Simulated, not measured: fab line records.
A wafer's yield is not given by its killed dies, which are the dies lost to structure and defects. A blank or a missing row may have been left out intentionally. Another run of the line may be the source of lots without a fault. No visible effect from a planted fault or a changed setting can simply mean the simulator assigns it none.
The tool behind it: which one?	flow gf180mcu	12 lots with 36 wafers sampled at 2 steps, on a route of 602 steps

WHAT THE GAUGES READ, wafer by wafer
GF_V5_THK_MEAS_25: measures by xrf. Usual: V5_W_THK gives 337 nm (standard deviation 3.9).
lot	measured	on	V5_W_THK (nm)	flag
L389	day 27 03:53	film-metro-02	337 333 334	
L390	day 27 18:52	film-metro-02	332 336 336	
L391	day 27 23:47	film-metro-04	336 338 340	
L397	day 29 18:11	film-metro-02	336 338 335	
L400	day 30 14:50	film-metro-01	333 335 335	
L401	day 30 17:49	film-metro-02	335 338 338	
L406	day 32 05:51	film-metro-02	342 345 341	
L407	day 32 15:12	film-metro-01	339 337 340	
L409	day 32 23:47	film-metro-01	340 341 343	
L410	day 33 02:29	film-metro-01	343 341 344	
L411	day 33 09:31	film-metro-04	337 345 340	
L412	day 33 14:04	film-metro-04	334 337 337	

WHAT TOOL EACH LOT RAN ON (gives the tool, then ch and the chambers of the sampled wafers, and finally the start)
lot	GF_DUAL_GATE_STRIP_13
L389	plasma-asher-01 ch 1, day 8 10:11
L390	plasma-asher-02 ch 0,1, day 8 14:23
L391	plasma-asher-04 ch 0,1, day 8 21:47
L397	plasma-asher-04 ch 0,1, day 10 16:44
L400	plasma-asher-04 ch 0, day 11 14:24
L401	plasma-asher-04 ch 0,1, day 11 19:03
L406	plasma-asher-01 ch 0,1, day 13 04:11
L407	plasma-asher-02 ch 0,1, day 13 21:15
L409	plasma-asher-01 ch 0,1, day 14 03:26
L410	plasma-asher-02 ch 0,1, day 14 11:13
L411	plasma-asher-01 ch 0,1, day 14 19:00
L412	plasma-asher-04 ch 0,1, day 14 23:21
- GF_DUAL_GATE_STRIP_13: strips in O2/N2.

WHAT THE TOOLS THEMSELVES READ (means of the sampled wafers that have a number; where no wafer has one, the mark that the record gives instead)
GF_DUAL_GATE_STRIP_13. Usual: drypump-motor-current-A 6.2 A, standard deviation 0.37; heater-power-w 360 W, standard deviation 28; oes-product-au 0.716 a.u., standard deviation 0.0049; strip-time-to-endpoint-s 12.63 s, standard deviation 0.038.
lot	tool	drypump-motor-current-A (A)	heater-power-w (W)	oes-product-au (a.u.)	strip-time-to-endpoint-s (s)	flag
L389	plasma-asher-01	6.2	338	0.711	12.63	
L390	plasma-asher-02	5.6	400	0.712	12.59	
L391	plasma-asher-04	6.5	344	0.722	12.58	
L397	plasma-asher-04	6.4	347	0.714	12.66	
L400	plasma-asher-04	6.3	352	0.717	12.64	
L401	plasma-asher-04	6.4	346	0.712	12.64	
L406	plasma-asher-01	6.3	340	0.712	12.72	
L407	plasma-asher-02	5.7	391	0.712	12.67	
L409	plasma-asher-01	6.3	340	0.716	12.59	
L410	plasma-asher-02	5.6	403	0.713	12.65	
L411	plasma-asher-01	6.3	335	0.715	12.60	
L412	plasma-asher-04	6.4	345	0.721	12.61	

THE ANSWER, worked out from the rows above alone
Rule: a lot is off if the mean of its wafers that have a number lies more than 3 standard deviations from the usual mean. Also off: a lot with no number at a reading for which 4 or more lots have one. Where the step has rows for the other lots, those lots are counted as sound. Order of review: gauges by route order, followed by the tools' own readings, for which a lot's mean as printed above is used. The first step at which some lot is off is used, and at that step the reading that is off furthest; a lot without a number counts as furthest.
None of the lots is off at any reading shown; this tells nothing.

WHAT THE SIMULATOR PUT IN
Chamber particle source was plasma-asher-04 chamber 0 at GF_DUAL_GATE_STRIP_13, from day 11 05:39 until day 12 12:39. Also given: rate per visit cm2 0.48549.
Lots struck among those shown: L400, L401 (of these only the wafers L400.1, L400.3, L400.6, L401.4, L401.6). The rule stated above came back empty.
